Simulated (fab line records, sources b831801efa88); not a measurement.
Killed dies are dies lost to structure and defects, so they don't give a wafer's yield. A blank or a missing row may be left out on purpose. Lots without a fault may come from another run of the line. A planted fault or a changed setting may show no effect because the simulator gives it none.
A struck lot beside a sound one | flow gf180mcu | 17 steps out of a route of 602
Sound: wafers L942.2, L942.5, L942.6. Struck: wafers L948.3, L948.4. (L948.6 of the same lot was not struck and is left out.) The cause comes at the end.
At each step with rows: each side's tool, then ch and its chambers, then its first start. Under that, the readings that differ: sound wafers | struck wafers | difference of the means | sigmas: that difference in standard deviations of wafers without a fault.
alike: readings whose means differ by less than 2 such deviations, and words and numbers that are the same on both sides. not compared: withheld readings, readings that some wafer has no value for, bounds like >300 that may hide the same value, and numbers for which the record gives no deviation and whose values overlap.
The two part at a step that has a row with sigmas, a row that says differs or no value, or rows on one side only. Numbers that don't overlap but have no deviation are shown without sigmas and don't part them. A reading that every wafer of one side lacks parts them only if that side has two wafers or more.

first, 4 steps without rows for these wafers: GF_M3_SOFTBAKE_10 (time 60 s); GF_M3_EXPOSE_11 (exposes mask Metal3, target cd 280 nm); GF_M3_PEB_12 (peb time 90 s); GF_M3_DEVELOP_13 (develop time 60 s).
GF_M3_CD_MEAS_14: target cd 280 nm.
  sound on cd_sem-01, day 22 18:34; struck on cd_sem-02, day 25 01:24
  alike: cd_nm
GF_M3_OVL_MEAS_15:
  sound on overlay-01, day 22 18:40; struck on overlay-02, day 25 01:29
  alike: M3_OVL
GF_M3_METAL_ETCH_16: etches the open film in Cl2/BCl3, stops on SiO2, target depth 750.8 nm, time 125.1 s.
  sound on rie_metal-03 ch 0,1, day 22 18:42; struck on rie_metal-03 ch 0,1, day 25 01:34
  alike: drypump_motor_current_A, oes_product_au, throttle_valve_pct
  not compared: rf_hours_counter_h
GF_M3_STRIP_17: strips in O2/N2.
  sound on plasma_asher-02 ch 0,1, day 22 18:50; struck on plasma_asher-01 ch 0,1, day 25 01:41
  reading                     | sound       | struck  | difference | sigmas
  drypump_motor_current_A (A) | 6.4 6.4 5.6 | 5.4 5.6 | -0.6       | -2
  alike: heater_power_w, oes_product_au, strip_time_to_endpoint_s
  not compared: rf_hours_counter_h
then, 3 steps without rows for these wafers: GF_M3_STRIP_18 (strips in post etch residue remover, time 1200 s); GF_M3_CLEAN_19 (cleans in DIW); GF_V3_CVD_00 (deposits SiO2, target thk 600 nm, time 100 s).
GF_V3_THK_MEAS_01:
  sound on film_metro-01, day 22 19:26; struck on film_metro-01, day 25 02:18
  alike: V3_CVD_00_THK
GF_V3_CVD_02: deposits SiO2 from TEOS, target thk 850 nm, time 94.851 s.
  sound on pecvd-01 ch 0,2, day 22 19:29; struck on pecvd-02 ch 0, day 25 02:20
  reading                             | sound             | struck      | difference | sigmas
  model.SiO2_of_V3_CVD_02.thk_nm (nm) | 846.3 860.6 861.7 | 927.9 945.3 | +80.4      |
  alike: heater_power_w
GF_V3_THK_MEAS_03:
  sound on film_metro-04, day 22 19:34; struck on film_metro-04, day 25 02:42
  reading            | sound       | struck  | difference | sigmas
  V3_CVD_02_THK (nm) | 847 861 862 | 928 945 | +80        | +7
  not compared: hold
GF_V3_CMP_04: polishes SiO2.
  sound on cmp-02 ch 1,2, day 22 19:40; struck on cmp-02 ch 2,3, day 25 04:28
  reading                | sound    | struck                                            | difference                   | sigmas
  hold                   | - - -    | await_dispo/1.7h/release await_dispo/1.7h/release | no value on the sound wafers |
  time_to_endpoint_s (s) | 78 86 80 | 110 122                                           | +35                          | +7
  alike: motor_current_A
GF_V3_BOW_MEAS_05:
  sound on film_metro-04, day 22 19:56; struck on film_metro-01, day 25 04:52
  alike: V3_BOW
-- the record jumps here: 7 days lie between the struck wafers' starts before and after (it left off in module V3 and takes up again in module PASSIVATION, whose first step shown is number 602 of the route) --
GF_PASSIVATION_PROBE_99:
  the record has rows for the struck wafers here (prober-02, day 32 01:20) and none for the sound ones

WHERE THEY PART
First at GF_M3_STRIP_17; last, within this record, at GF_PASSIVATION_PROBE_99.

WHY: what the simulator had put in
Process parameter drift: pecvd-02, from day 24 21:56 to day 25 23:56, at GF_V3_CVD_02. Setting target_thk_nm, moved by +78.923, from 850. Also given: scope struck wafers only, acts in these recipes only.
